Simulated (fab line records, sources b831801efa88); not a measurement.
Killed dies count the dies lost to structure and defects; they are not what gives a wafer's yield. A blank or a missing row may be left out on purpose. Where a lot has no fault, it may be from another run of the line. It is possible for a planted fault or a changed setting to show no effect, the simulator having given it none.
fab line records | flow sky130 | part 2 of 2: steps 35 to 47 of 47
record lots=5 | wafers=15 | last_day=50
route steps=708 shown VT_ADJUST_LVTN@102 VT_ADJUST_NCORE@119 VT_ADJUST_HVTR@131 VT_ADJUST_PCH@143
lots with no fault: from the same line, run without faults
start_h: start of the lot's first displayed wafer, in hours after the record's first day | wait_h: time in hours since the lot's previous step | " identical to the entry in the row above | L1.1+2: a row that stands for several wafers | - no value, or no start was given | * or withheld: withheld | < > ~ a bound
route shown NAME@n: NAME is a module with steps in the file, n the number in the route of the first one | usual: mean and standard deviation over wafers with no fault | same: alike in all rows | chamber/n: place in a boat | sites: the reading at each site | _std_site: standard deviation across them | _edge_site: inner sites' mean taken away from outer sites' mean | radius_mm: how far each site lies from the wafer's centre | mask NAME#n: copy n | behind: the last tool/chamber to shape the wafer | hold: why the lot was held/for how many hours/how that ended | device: whichever transistor did not switch (one of n, p or np) | end of line: at the end of the route, the tests of the same wafers | where a step has no rows: the recipe by itself | killed: at the first sort, the dies lost to defects and structure; wafer yield is something else | map: the dies of a wafer, with x for killed, . for not killed, _ for no die there
set.NAME: setting as actually run; set.NAME@STEP: the setting as run at that earlier step | model.NAME: the simulator's own value behind a step, which no gauge read
lots at some steps of the route; a table a step, a row a wafer
services: a tool's chamber out of use, with start hour (start_h, from the record's first day; less than 0 if before it), hours out, and reason
## steps
# step SKY_VT_ADJUST_HVTR_PEB_05
# recipe temp_c=withheld | time_s=* | resist=NOVOLAK
lot.wafer  | tool           | chamber | start_h | wait_h
L080.3+5+6 | litho_track-04 | 0       | -       | -
L082.2+3+4 | litho_track-03 | 0       | -       | -
L091.1+2+4 | litho_track-02 | 0       | -       | -
L092.2+3+4 | litho_track-02 | 0       | -       | -
L097.1+4+6 | litho_track-03 | 0       | -       | -
# step SKY_VT_ADJUST_HVTR_DEVELOP_06
# recipe develop_time_s=60 | dev_temp_c=23
lot.wafer  | tool           | chamber | start_h | wait_h
L080.3+5+6 | litho_track-04 | 0       | 245.16  | 0.1
L082.2+3+4 | litho_track-03 | 0       | 257.40  | 0.1
L091.1+2+4 | litho_track-02 | 0       | 324.49  | 0.1
L092.2+3+4 | litho_track-02 | 0       | 349.76  | 0.1
L097.1+4+6 | litho_track-03 | 0       | 370.93  | 0.1
# step SKY_VT_ADJUST_HVTR_CD_MEAS_07
# recipe target_cd_nm=380
# usual cd_nm=380.2/2.5
lot.wafer | tool      | chamber | start_h | wait_h | cd_nm
L080.3    | cd_sem-02 | -       | 245.30  | 0.1    | 378.5
L080.5    | "         | -       | "       | "      | 376.6
L080.6    | "         | -       | "       | "      | 380.0
L082.2    | cd_sem-01 | -       | 257.55  | 0.1    | 379.6
L082.3    | "         | -       | "       | "      | 381.1
L082.4    | "         | -       | "       | "      | 382.0
L091.1    | cd_sem-01 | -       | 324.64  | 0.1    | 380.5
L091.2    | "         | -       | "       | "      | 381.4
L091.4    | "         | -       | "       | "      | 380.5
L092.2    | cd_sem-01 | -       | 349.91  | 0.1    | 377.7
L092.3    | "         | -       | "       | "      | 378.3
L092.4    | "         | -       | "       | "      | 378.7
L097.1    | cd_sem-02 | -       | 371.08  | 0.1    | 380.4
L097.4    | "         | -       | "       | "      | 379.4
L097.6    | "         | -       | "       | "      | 381.8
# step SKY_VT_ADJUST_HVTR_OVL_MEAS_08
# usual VT_ADJUST_HVTR_OVL=-0.7/1.4
lot.wafer | tool       | chamber | start_h | wait_h | VT_ADJUST_HVTR_OVL[nm]
L080.3    | overlay-01 | -       | 245.39  | 0.1    | 1.8
L080.5    | "          | -       | "       | "      | 1.8
L080.6    | "          | -       | "       | "      | 1.6
L082.2    | overlay-02 | -       | 257.65  | 0.1    | 0.0
L082.3    | "          | -       | "       | "      | 1.1
L082.4    | "          | -       | "       | "      | -0.2
L091.1    | overlay-01 | -       | 324.76  | 0.1    | -3.2
L091.2    | "          | -       | "       | "      | -0.6
L091.4    | "          | -       | "       | "      | -2.0
L092.2    | overlay-02 | -       | 350.01  | 0.1    | 1.6
L092.3    | "          | -       | "       | "      | 0.4
L092.4    | "          | -       | "       | "      | -0.1
L097.1    | overlay-01 | -       | 371.20  | 0.1    | -4.4
L097.4    | "          | -       | "       | "      | -2.6
L097.6    | "          | -       | "       | "      | -1.9
# step SKY_VT_ADJUST_HVTR_IMPLANT_09
# recipe species=B | energy_kev=10 | dose_cm2=2.1e+12 | tilt_deg=withheld
# same implant_ion_amu=11
lot.wafer  | tool         | chamber | start_h | wait_h
L080.3+5+6 | implanter-03 | 0       | 245.46  | 0.1
L082.2+3+4 | implanter-04 | 0       | 257.71  | 0.0
L091.1+2+4 | implanter-04 | 0       | 324.79  | 0.0
L092.2+3+4 | implanter-02 | 0       | 350.07  | 0.0
L097.1+4+6 | implanter-03 | 0       | 371.23  | 0.0
# step SKY_VT_ADJUST_HVTR_STRIP_10
# recipe chemistry=O2/N2 | power_w=1400 | pressure_mtorr=1500 | platen_temp_c=withheld | o2_flow_sccm=3000 | n2_flow_sccm=300 | overash_fraction=0.5
# usual drypump_motor_current_A=5.7/0.56 | oes_product_au=0.717/0.0047 | strip_time_to_endpoint_s=14.18/0.04
lot.wafer | tool            | chamber | start_h | wait_h | drypump_motor_current_A | oes_product_au | rf_hours_counter_h | strip_time_to_endpoint_s
L080.3    | plasma_asher-02 | 1       | 245.60  | 0.1    | 5.2                     | 0.714          | -                  | 14.19
L080.5    | "               | 1       | "       | "      | 5.1                     | 0.716          | -                  | 14.20
L080.6    | "               | 0       | "       | "      | 6.1                     | 0.722          | -                  | 14.27
L082.2    | plasma_asher-03 | 0       | 257.83  | 0.1    | 5.2                     | 0.720          | 14                 | 14.18
L082.3    | "               | 0       | "       | "      | 5.2                     | 0.715          | -                  | 14.14
L082.4    | "               | 1       | "       | "      | 6.6                     | 0.712          | -                  | 14.19
L091.1    | plasma_asher-02 | 1       | 324.94  | 0.1    | 5.1                     | 0.719          | 64                 | 14.20
L091.2    | "               | 0       | "       | "      | 6.0                     | 0.714          | 64                 | 14.20
L091.4    | "               | 0       | "       | "      | 6.0                     | 0.725          | -                  | 14.19
L092.2    | plasma_asher-03 | 1       | 350.19  | 0.1    | 6.6                     | 0.709          | 20                 | 14.09
L092.3    | "               | 0       | "       | "      | 5.2                     | 0.715          | -                  | 14.12
L092.4    | "               | 1       | "       | "      | 6.6                     | 0.718          | -                  | 14.08
L097.1    | plasma_asher-04 | 1       | 371.38  | 0.1    | 5.2                     | 0.717          | 59                 | 14.18
L097.4    | "               | 0       | "       | "      | 6.2                     | 0.720          | -                  | 14.19
L097.6    | "               | 1       | "       | "      | 5.1                     | 0.724          | -                  | 14.15
# step SKY_VT_ADJUST_HVTR_TW_MEAS_11
# usual VT_ADJUST_HVTR_TW=209.1/2.4
lot.wafer | tool          | chamber | start_h | wait_h | VT_ADJUST_HVTR_TW
L080.3    | film_metro-02 | -       | 245.68  | 0.1    | 208.3
L080.5    | "             | -       | "       | "      | 209.3
L080.6    | "             | -       | "       | "      | 208.8
L082.2    | film_metro-02 | -       | 257.94  | 0.1    | 208.8
L082.3    | "             | -       | "       | "      | 209.1
L082.4    | "             | -       | "       | "      | 208.3
L091.1    | film_metro-02 | -       | 325.04  | 0.1    | 207.2
L091.2    | "             | -       | "       | "      | 208.9
L091.4    | "             | -       | "       | "      | 207.9
L092.2    | film_metro-01 | -       | 350.30  | 0.1    | 209.8
L092.3    | "             | -       | "       | "      | 211.8
L092.4    | "             | -       | "       | "      | 211.0
L097.1    | film_metro-01 | -       | 371.48  | 0.1    | 212.4
L097.4    | "             | -       | "       | "      | 212.3
L097.6    | "             | -       | "       | "      | 212.9
# step SKY_VT_ADJUST_PCH_DEHYDRATE_00
# recipe temp_c=200 | time_s=60
lot.wafer  | tool           | chamber | start_h | wait_h
L080.3+5+6 | litho_track-04 | 0       | 256.16  | 10.5
L082.2+3+4 | litho_track-02 | 0       | 268.86  | 10.9
L091.1+2+4 | litho_track-02 | 0       | 338.64  | 13.6
L092.2+3+4 | litho_track-02 | 0       | 363.16  | 12.8
L097.1+4+6 | litho_track-02 | 0       | 385.49  | 14.0
# step SKY_VT_ADJUST_PCH_HMDS_01
# recipe prime_time_s=60 | prime_temp_c=120
# usual prime_temp_c=119.99/0.13
lot.wafer | tool           | chamber | start_h | wait_h | prime_temp_c
L080.3    | litho_track-04 | 0       | 256.31  | 0.1    | 119.81
L080.5    | "              | 0       | "       | "      | 120.16
L080.6    | "              | 0       | "       | "      | 119.98
L082.2    | litho_track-02 | 0       | 269.01  | 0.1    | 120.04
L082.3    | "              | 0       | "       | "      | 120.02
L082.4    | "              | 0       | "       | "      | 120.03
L091.1    | litho_track-02 | 0       | 338.79  | 0.1    | 119.90
L091.2    | "              | 0       | "       | "      | 120.09
L091.4    | "              | 0       | "       | "      | 120.05
L092.2    | litho_track-02 | 0       | 363.31  | 0.1    | 120.02
L092.3    | "              | 0       | "       | "      | 119.99
L092.4    | "              | 0       | "       | "      | 119.98
L097.1    | litho_track-02 | 0       | 385.64  | 0.1    | 120.07
L097.4    | "              | 0       | "       | "      | 120.08
L097.6    | "              | 0       | "       | "      | 119.94
# step SKY_VT_ADJUST_PCH_COAT_02
# recipe spin_rpm=2000 | resist_thk_nm=3000
lot.wafer  | tool           | chamber | start_h | wait_h
L080.3+5+6 | litho_track-04 | 0       | 256.46  | 0.1
L082.2+3+4 | litho_track-02 | 0       | 269.16  | 0.1
L091.1+2+4 | litho_track-02 | 0       | 338.94  | 0.1
L092.2+3+4 | litho_track-02 | 0       | 363.46  | 0.1
L097.1+4+6 | litho_track-02 | 0       | 385.79  | 0.1
# step SKY_VT_ADJUST_PCH_SOFTBAKE_03
# recipe temp_c=110 | time_s=withheld
lot.wafer  | tool           | chamber | start_h | wait_h
L080.3+5+6 | litho_track-04 | 0       | 256.62  | 0.1
L082.2+3+4 | litho_track-02 | 0       | 269.32  | 0.1
L091.1+2+4 | litho_track-02 | 0       | 339.09  | 0.1
L092.2+3+4 | litho_track-02 | 0       | 363.62  | 0.1
L097.1+4+6 | litho_track-02 | 0       | 385.94  | 0.1
# step SKY_VT_ADJUST_PCH_EXPOSE_04
# recipe mask_id=NWM | na=0.6 | source_shape=conventional | sigma_outer=0.6 | polarization=unpolarized | target_cd_nm=840 | dose_mj=255
lot.wafer  | tool             | chamber | start_h | wait_h | mask
L080.3+5+6 | iline_stepper-02 | 0       | -       | -      | NWM#0
L082.2+3+4 | iline_stepper-02 | 0       | -       | -      | NWM#0
L091.1+2+4 | iline_stepper-01 | 0       | -       | -      | NWM#0
L092.2+3+4 | iline_stepper-02 | 0       | -       | -      | NWM#0
L097.1+4+6 | iline_stepper-01 | 0       | -       | -      | NWM#0
# step SKY_VT_ADJUST_PCH_PEB_05
# recipe temp_c=115 | time_s=withheld
lot.wafer  | tool           | chamber | start_h | wait_h
L080.3+5+6 | litho_track-02 | 0       | -       | -
L082.2+3+4 | litho_track-02 | 0       | -       | -
L091.1+2+4 | litho_track-02 | 0       | -       | -
L092.2+3+4 | litho_track-02 | 0       | -       | -
L097.1+4+6 | litho_track-02 | 0       | -       | -
## services
tool             | chamber | start_h | hours | kind
plasma_asher-03  | -       | 155.63  | 0.4   | repair
implanter-02     | -       | 163.52  | 1.1   | repair
implanter-04     | -       | 176.49  | 2.9   | repair
implanter-03     | -       | 180.31  | 0.7   | repair
plasma_asher-04  | -       | 186.13  | 0.6   | repair
plasma_asher-03  | -       | 187.49  | 3.5   | repair
plasma_asher-03  | -       | 189.19  | 2.4   | repair
plasma_asher-04  | -       | 192.27  | 1.3   | repair
plasma_asher-04  | -       | 197.83  | 4.3   | repair
implanter-01     | -       | 202.17  | 4.3   | pm
implanter-01     | -       | 209.83  | 18.8  | pm
implanter-02     | -       | 232.19  | 2.0   | repair
implanter-03     | -       | 239.13  | 3.8   | pm
iline_stepper-01 | -       | 255.76  | 1.7   | pm
implanter-04     | -       | 267.89  | 0.7   | repair
implanter-04     | -       | 275.39  | 4.4   | pm
iline_stepper-01 | -       | 277.87  | 2.1   | pm
implanter-03     | -       | 281.23  | 3.5   | repair
implanter-03     | -       | 287.48  | 3.6   | pm
plasma_asher-02  | -       | 305.05  | 2.2   | repair
implanter-03     | -       | 333.57  | 0.6   | repair
iline_stepper-01 | -       | 341.64  | 29.1  | repair
iline_stepper-01 | -       | 370.71  | 4.4   | pm
implanter-03     | -       | 396.57  | 4.8   | repair
